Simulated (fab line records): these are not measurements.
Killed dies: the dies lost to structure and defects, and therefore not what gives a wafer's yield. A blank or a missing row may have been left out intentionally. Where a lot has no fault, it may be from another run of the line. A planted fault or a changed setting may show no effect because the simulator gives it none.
Lot-split experiment + flow sfqLine + 20 wafers read from 5 lots, route of 325 steps

== ON THE SPLIT ==
At SFQ_TRILAYER_M0_LITHO_COAT_021 (resist thk 600 nm), the setting spinRpm was moved away from the recipe's 3000 rpm on 8 of the 20 wafers read, by -4.0% to +5.8%. For the rest of the wafers, this setting stayed at what the recipe calls for.

The reading is taken at the split's own step.

== THE READING ==
KrF_of_TRILAYER_M0_LITHO_COAT_021.thkNm (the simulator's own value, which no gauge read), in nm, at SFQ_TRILAYER_M0_LITHO_COAT_021 (resist thk 600 nm). The file does not state a usual value for it. The 12 wafers here that ran the recipe average 600.0 nm, standard deviation 1.6 nm.

| wafer  | tool, chamber at the split | spinRpm as run, rpm | against the recipe | KrF_of_TRILAYER_M0_LITHO_COAT_021.thkNm, nm | against lot-mates on the recipe |
|--------|----------------------------|---------------------|--------------------|---------------------------------------------|---------------------------------|
| L074.2 | lithoTrack-02, 0           | 3000                | recipe             | 602.6                                       | -                               |
| L074.5 | lithoTrack-02, 0           | 3175                | +5.8%              | 584.6                                       | -18.0                           |
| L079.1 | lithoTrack-01, 0           | 3000                | recipe             | 601.4                                       | -                               |
| L079.3 | lithoTrack-01, 0           | 3000                | recipe             | 601.2                                       | -                               |
| L079.6 | lithoTrack-01, 0           | 3000                | recipe             | 601.1                                       | -                               |
| L081.1 | lithoTrack-01, 0           | 3000                | recipe             | 599.6                                       | -                               |
| L081.2 | lithoTrack-01, 0           | 3000                | recipe             | 600.4                                       | -                               |
| L081.3 | lithoTrack-01, 0           | 3000                | recipe             | 601.6                                       | -                               |
| L081.4 | lithoTrack-01, 0           | 2933                | -2.2%              | 605.6                                       | +5.1                            |
| L081.6 | lithoTrack-01, 0           | 2933                | -2.2%              | 606.9                                       | +6.4                            |
| L084.1 | lithoTrack-01, 0           | 3161                | +5.4%              | 583.8                                       | -13.9                           |
| L084.3 | lithoTrack-01, 0           | 3000                | recipe             | 597.9                                       | -                               |
| L084.4 | lithoTrack-01, 0           | 3161                | +5.4%              | 582.6                                       | -15.0                           |
| L084.5 | lithoTrack-01, 0           | 3161                | +5.4%              | 583.5                                       | -14.1                           |
| L084.6 | lithoTrack-01, 0           | 3000                | recipe             | 597.4                                       | -                               |
| L085.2 | lithoTrack-01, 0           | 2881                | -4.0%              | 611                                         | +12.0                           |
| L085.3 | lithoTrack-01, 0           | 3000                | recipe             | 599.5                                       | -                               |
| L085.4 | lithoTrack-01, 0           | 3000                | recipe             | 599.7                                       | -                               |
| L085.5 | lithoTrack-01, 0           | 2881                | -4.0%              | 610.8                                       | +11.8                           |
| L085.6 | lithoTrack-01, 0           | 3000                | recipe             | 597.8                                       | -                               |

THE FIT
A straight line over all 20 wafers: KrF_of_TRILAYER_M0_LITHO_COAT_021.thkNm changes by -2.91 nm for each +1% of spinRpm; r = -0.99; the points scatter about the line by 1.5 nm.
The same after taking each lot's own level away (the mean of its wafers on the recipe; 20 wafers): -2.82 nm for each +1%; r = -1.00; scatter 0.81 nm.
According to that fit, moving spinRpm by its largest amount changes the reading by 16 nm.
From 597.65 to 602.60 nm: that is the span of the lots' own levels, equal to 3.1 times the standard deviation above.
Consequently the slope shifts little with the lot-to-lot level, the two slopes agreeing.
Check: for one of the wafers moved furthest among these (+5.8%), held out of the fit, the line's prediction against its lot-mates is -15.9 nm. It came out at -18 nm against them.

== FURTHER SPLITS ON THESE WAFERS ==
Before the reading, these wafers also passed through other splits. Each is held against what the fit with the lots' levels taken away leaves over:
| other split on the same wafers                   | wafers away from the commonest value | r with KrF_of_TRILAYER_M0_LITHO_COAT_021.thkNm (lot level and that fit taken away) |
|--------------------------------------------------|--------------------------------------|------------------------------------------------------------------------------------|
| SFQ_TRILAYER_INCOMING_OXIDATION_002 tempC        | 12                                   | +0.10                                                                              |
| SFQ_TRILAYER_L0_CAP_PECVD_011 timeS              | 6                                    | -0.19                                                                              |
| SFQ_TRILAYER_L0_VIA_BARC_OPEN_VIA_ETCH_021 biasW | 9                                    | -0.13                                                                              |
| SFQ_TRILAYER_M0_DEP_SPUTTER_019 powerW           | 2                                    | +0.18                                                                              |

== THE FILE'S OWN FIT ==
KrF_of_TRILAYER_M0_LITHO_COAT_021.thkNm changes by -2.84 nm for each +1% of spinRpm, r = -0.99.
